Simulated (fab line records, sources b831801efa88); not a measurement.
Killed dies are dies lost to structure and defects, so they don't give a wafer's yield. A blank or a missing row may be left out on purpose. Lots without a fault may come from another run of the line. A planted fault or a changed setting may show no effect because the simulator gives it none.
Chamber matching | flow sky130 | SKY_PASSIVATION_CVD_00 on pecvd-01: 3 sister chambers
The step deposits SiO2, target thk 90 nm. 18 wafers are shown with their chamber, then 9 later ones without.

WAFERS WITH THEIR CHAMBER
wafer  | chamber | heater_power_w (W)
L075.2 | 0       | 541
L075.4 | 1       | 575
L075.6 | 0       | 535
L076.1 | 0       | 533
L076.4 | 1       | 603
L076.5 | 0       | 530
L079.1 | 1       | 590
L079.2 | 2       | 638
L079.3 | 0       | 553
L079.4 | 1       | 569
L079.5 | 2       | 651
L079.6 | 0       | 560
L083.1 | 0       | 502
L083.2 | 2       | 647
L083.6 | 0       | 507
L086.1 | 1       | 640
L086.4 | 0       | 498
L086.6 | 2       | 595

SIGNATURES (means of the wafers above)
reading        | chamber 0 | chamber 1 | chamber 2 | scatter within a chamber
heater_power_w | 528.78    | 595.40    | 632.75    | 24.6
Rule: a wafer's distance from a chamber is the root of the sum, over the readings, of the square of ((its reading less the chamber's mean) divided by the reading's scatter). The wafer belongs to the nearest chamber; if the next one is less than 2 further off, it can't be placed. The scatter: the root of (the sum of the squares of (reading less its chamber's mean) over the shown wafers, divided by (wafers less chambers)).

WAFERS WITHOUT THEIR CHAMBER
wafer  | heater_power_w (W)
L087.1 | 550
L087.2 | 640
L087.5 | 645
L090.2 | 679
L090.3 | 502
L090.4 | 512
L096.2 | 550
L096.3 | 616
L096.6 | 557

WHICH CHAMBER EACH WENT THROUGH
wafer  | from the rows above          | in truth
L087.1 | can't be placed: 0 or 1      | 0
L087.2 | can't be placed: 2 or 1      | 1
L087.5 | can't be placed: 2 or 1      | 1
L090.2 | can't be placed: 2 or 1      | 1
L090.3 | 0                            | 0
L090.4 | 0                            | 0
L096.2 | can't be placed: 0 or 1      | 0
L096.3 | can't be placed: 2 or 1      | 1
L096.6 | can't be placed: 0 or 1 or 2 | 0
Placed correctly: 2 of 9. Can't be placed from these rows: 7 (the true chamber is among the candidates in 7). Placed wrongly: 0.
